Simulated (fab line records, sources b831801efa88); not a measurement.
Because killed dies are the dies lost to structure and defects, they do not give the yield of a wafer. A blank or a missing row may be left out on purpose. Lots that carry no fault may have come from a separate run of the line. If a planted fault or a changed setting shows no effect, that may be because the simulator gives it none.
Matching of chambers || flow sky130 || rieDiel-03 running SKY_SONOS_ONO_ETCH_15: 4 sister chambers
The step etches the open film in CHF3/O2, target depth 19.52 nm, time 7.8 s. 14 wafers are shown with their chamber, then 7 later ones without.

WAFERS PAIRED WITH THEIR CHAMBERS
{"wafer": "L813.3", "chamber": 0, "rfFwdPowerW (W)": 591.2, "oesProductAu (a.u.)": 0.985, "throttleValvePct (%)": 8.835}
{"wafer": "L813.4", "chamber": 1, "rfFwdPowerW (W)": 587.0, "oesProductAu (a.u.)": 1.003, "throttleValvePct (%)": 8.822}
{"wafer": "L813.5", "chamber": 0, "rfFwdPowerW (W)": 591.6, "oesProductAu (a.u.)": 0.984, "throttleValvePct (%)": 8.804}
{"wafer": "L814.3", "chamber": 1, "rfFwdPowerW (W)": 590.3, "oesProductAu (a.u.)": 1.005, "throttleValvePct (%)": 8.821}
{"wafer": "L814.5", "chamber": 1, "rfFwdPowerW (W)": 588.9, "oesProductAu (a.u.)": 0.997, "throttleValvePct (%)": 8.832}
{"wafer": "L814.6", "chamber": 0, "rfFwdPowerW (W)": 592.3, "oesProductAu (a.u.)": 0.993, "throttleValvePct (%)": 8.832}
{"wafer": "L816.1", "chamber": 1, "rfFwdPowerW (W)": 589.3, "oesProductAu (a.u.)": 1.008, "throttleValvePct (%)": 8.818}
{"wafer": "L816.3", "chamber": 2, "rfFwdPowerW (W)": 591.3, "oesProductAu (a.u.)": 1.006, "throttleValvePct (%)": 8.819}
{"wafer": "L816.5", "chamber": 1, "rfFwdPowerW (W)": 588.2, "oesProductAu (a.u.)": 1.018, "throttleValvePct (%)": 8.831}
{"wafer": "L817.1", "chamber": 1, "rfFwdPowerW (W)": 590.5, "oesProductAu (a.u.)": 0.993, "throttleValvePct (%)": 8.828}
{"wafer": "L817.2", "chamber": 0, "rfFwdPowerW (W)": 592.7, "oesProductAu (a.u.)": 0.981, "throttleValvePct (%)": 8.825}
{"wafer": "L817.3", "chamber": 3, "rfFwdPowerW (W)": 588.8, "oesProductAu (a.u.)": 1.005, "throttleValvePct (%)": 8.817}
{"wafer": "L822.3", "chamber": 1, "rfFwdPowerW (W)": 588.7, "oesProductAu (a.u.)": 0.993, "throttleValvePct (%)": 8.816}
{"wafer": "L822.4", "chamber": 0, "rfFwdPowerW (W)": 593.4, "oesProductAu (a.u.)": 0.988, "throttleValvePct (%)": 8.827}

SIGNATURES (means of the wafers above)
{"reading": "rfFwdPowerW", "chamber 0": 592.240, "chamber 1": 588.986, "chamber 2": 591.300, "chamber 3": 588.800, "scatter within a chamber": 1.09}
{"reading": "oesProductAu", "chamber 0": 0.98620, "chamber 1": 1.00243, "chamber 2": 1.00600, "chamber 3": 1.00500, "scatter within a chamber": 0.00755}
{"reading": "throttleValvePct", "chamber 0": 8.82460, "chamber 1": 8.82400, "chamber 2": 8.81900, "chamber 3": 8.81700, "scatter within a chamber": 0.00914}
Rule: for a wafer and a chamber, the distance is found by dividing, reading by reading, the gap between the wafer's reading and the chamber's mean by the reading's scatter, squaring, summing and taking the root. If the next closest chamber is less than 2 further off than the closest, the wafer can't be placed; otherwise it belongs to the closest. The scatter: the root of (the sum of the squares of (reading less its chamber's mean) over the shown wafers, divided by (wafers less chambers)).

WAFERS MISSING THEIR CHAMBER
{"wafer": "L822.6", "rfFwdPowerW (W)": 593.3, "oesProductAu (a.u.)": 1.004, "throttleValvePct (%)": 8.841}
{"wafer": "L823.2", "rfFwdPowerW (W)": 588.8, "oesProductAu (a.u.)": 0.998, "throttleValvePct (%)": 8.838}
{"wafer": "L823.3", "rfFwdPowerW (W)": 587.8, "oesProductAu (a.u.)": 1.003, "throttleValvePct (%)": 8.816}
{"wafer": "L823.5", "rfFwdPowerW (W)": 589.8, "oesProductAu (a.u.)": 1.008, "throttleValvePct (%)": 8.829}
{"wafer": "L831.1", "rfFwdPowerW (W)": 584.2, "oesProductAu (a.u.)": 1.008, "throttleValvePct (%)": 8.824}
{"wafer": "L831.2", "rfFwdPowerW (W)": 592.3, "oesProductAu (a.u.)": 1.003, "throttleValvePct (%)": 8.813}
{"wafer": "L831.6", "rfFwdPowerW (W)": 593.8, "oesProductAu (a.u.)": 0.989, "throttleValvePct (%)": 8.847}

EACH ONE'S CHAMBER
{"wafer": "L822.6", "from the rows above": "can't be placed: 2 or 0 or 1 or 3", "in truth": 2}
{"wafer": "L823.2", "from the rows above": "can't be placed: 1 or 3 or 2", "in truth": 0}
{"wafer": "L823.3", "from the rows above": "can't be placed: 3 or 1", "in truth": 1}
{"wafer": "L823.5", "from the rows above": "can't be placed: 1 or 3 or 2", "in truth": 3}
{"wafer": "L831.1", "from the rows above": "can't be placed: 3 or 1", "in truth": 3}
{"wafer": "L831.2", "from the rows above": "can't be placed: 2 or 0", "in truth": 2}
{"wafer": "L831.6", "from the rows above": "can't be placed: 0 or 2", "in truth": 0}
Placed correctly: 0 of 7. Not placeable from these rows: 7 (in 6, the candidates include the true chamber). 0 placed wrongly.
